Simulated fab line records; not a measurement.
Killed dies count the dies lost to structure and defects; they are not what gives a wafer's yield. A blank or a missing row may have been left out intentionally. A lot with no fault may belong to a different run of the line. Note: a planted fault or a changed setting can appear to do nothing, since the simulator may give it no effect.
Lot-split experiment -- flow sfqLine -- 5 lots, 23 wafers read, on a route of 325 steps

== ABOUT THE SPLIT ==
At SFQ_TRILAYER_M6_LITHO_COAT_159 (resist thk 600 nm), the setting spinRpm was moved away from the recipe's 3000 rpm on 10 of the 23 wafers read, by -5.3% to +5.8%. This setting was run at the recipe's value on the other wafers.

Split to reading: the file shows no intervening step.

== THE READING ==
KrF_of_TRILAYER_M6_LITHO_COAT_159.thkNm (the simulator's own value, which no gauge read), in nm, at SFQ_TRILAYER_M6_BARC_OPEN_METAL_ETCH_206 (etches BARC in O2, target depth 125 nm, time 41.7 s). No usual value for it is given in the file. Across the 13 wafers here that went through the recipe, the average is 522.1 nm and the standard deviation 2.7 nm.

wafer,"tool, chamber at the split","spinRpm as run, rpm",against the recipe,"KrF_of_TRILAYER_M6_LITHO_COAT_159.thkNm, nm",against lot-mates on the recipe
L076.2,"lithoTrack-01, 0",3000,recipe,517.3,-
L076.3,"lithoTrack-01, 0",3088,+2.9%,509.2,-10.4
L076.4,"lithoTrack-01, 0",3000,recipe,521.9,-
L076.5,"lithoTrack-01, 0",3088,+2.9%,506.5,-13.1
L076.6,"lithoTrack-01, 0",3088,+2.9%,514.1,-5.5
L077.1,"lithoTrack-01, 0",3000,recipe,522.4,-
L077.2,"lithoTrack-01, 0",2913,-2.9%,536.9,+12.0
L077.3,"lithoTrack-01, 0",2913,-2.9%,534.3,+9.4
L077.4,"lithoTrack-01, 0",3000,recipe,528.8,-
L077.6,"lithoTrack-01, 0",3000,recipe,523.5,-
L079.2,"lithoTrack-03, 0",3000,recipe,522.4,-
L079.4,"lithoTrack-03, 0",3000,recipe,521.7,-
L079.6,"lithoTrack-03, 0",3000,recipe,522.9,-
L082.1,"lithoTrack-01, 0",2841,-5.3%,536.9,+14.5
L082.3,"lithoTrack-01, 0",3000,recipe,520,-
L082.4,"lithoTrack-01, 0",2841,-5.3%,546.6,+24.2
L082.5,"lithoTrack-01, 0",3000,recipe,524.8,-
L082.6,"lithoTrack-01, 0",2841,-5.3%,542.4,+20.0
L084.1,"lithoTrack-02, 0",3000,recipe,520.3,-
L084.2,"lithoTrack-02, 0",3173,+5.8%,503.2,-17.2
L084.3,"lithoTrack-02, 0",3000,recipe,520.4,-
L084.4,"lithoTrack-02, 0",3000,recipe,520.4,-
L084.5,"lithoTrack-02, 0",3173,+5.8%,504.6,-15.8

THE FIT
A straight line over all 23 wafers: KrF_of_TRILAYER_M6_LITHO_COAT_159.thkNm changes by -3.67 nm for each +1% of spinRpm; r = -0.96; the points scatter about the line by 3.2 nm.
The same after taking each lot's own level away (the mean of its wafers on the recipe; 23 wafers): -3.35 nm for each +1%; r = -0.97; scatter 2.7 nm.
That fit puts the effect of the largest move of spinRpm on the reading at 19 nm.
The span of the lots' own levels, 519.60 to 524.90 nm, comes to 2.0 times the standard deviation stated above.
Consequently the slope shifts little with the lot-to-lot level, the two slopes agreeing.
Check: for one of the wafers moved furthest among these (+5.8%), held out of the fit, the line's prediction against its lot-mates is -19.1 nm. Against them it came out at -17.2 nm.

== FURTHER SPLITS ON THESE WAFERS ==
These wafers also went through other splits before the reading. Each is held against what the fit with the lots' levels taken away leaves over:
other split on the same wafers,wafers away from the commonest value,r with KrF_of_TRILAYER_M6_LITHO_COAT_159.thkNm (lot level and that fit taken away)
SFQ_TRILAYER_C5_LITHO_EXPOSE_152 doseMj,10,+0.07

== THE WHOLE CHAIN: every reading that the file lists as answering this split, in the file's order ==
step,what it does,reading,change (the file's fit),r (the file's)
SFQ_TRILAYER_M6_LITHO_COAT_159,resist thk 600 nm,"KrF_of_TRILAYER_M6_LITHO_COAT_159.thkNm (the simulator's own value, which no gauge read)",-2.85 nm for each +1% of the setting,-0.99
SFQ_TRILAYER_M6_BARC_OPEN_METAL_ETCH_206,"etches BARC in O2, target depth 125 nm, time 41.7 s","KrF_of_TRILAYER_M6_LITHO_COAT_159.thkNm (the simulator's own value, which no gauge read)",-3.29 nm for each +1% of the setting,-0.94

== FILE'S OWN FIT ==
KrF_of_TRILAYER_M6_LITHO_COAT_159.thkNm changes by -3.29 nm for each +1% of spinRpm, r = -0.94.
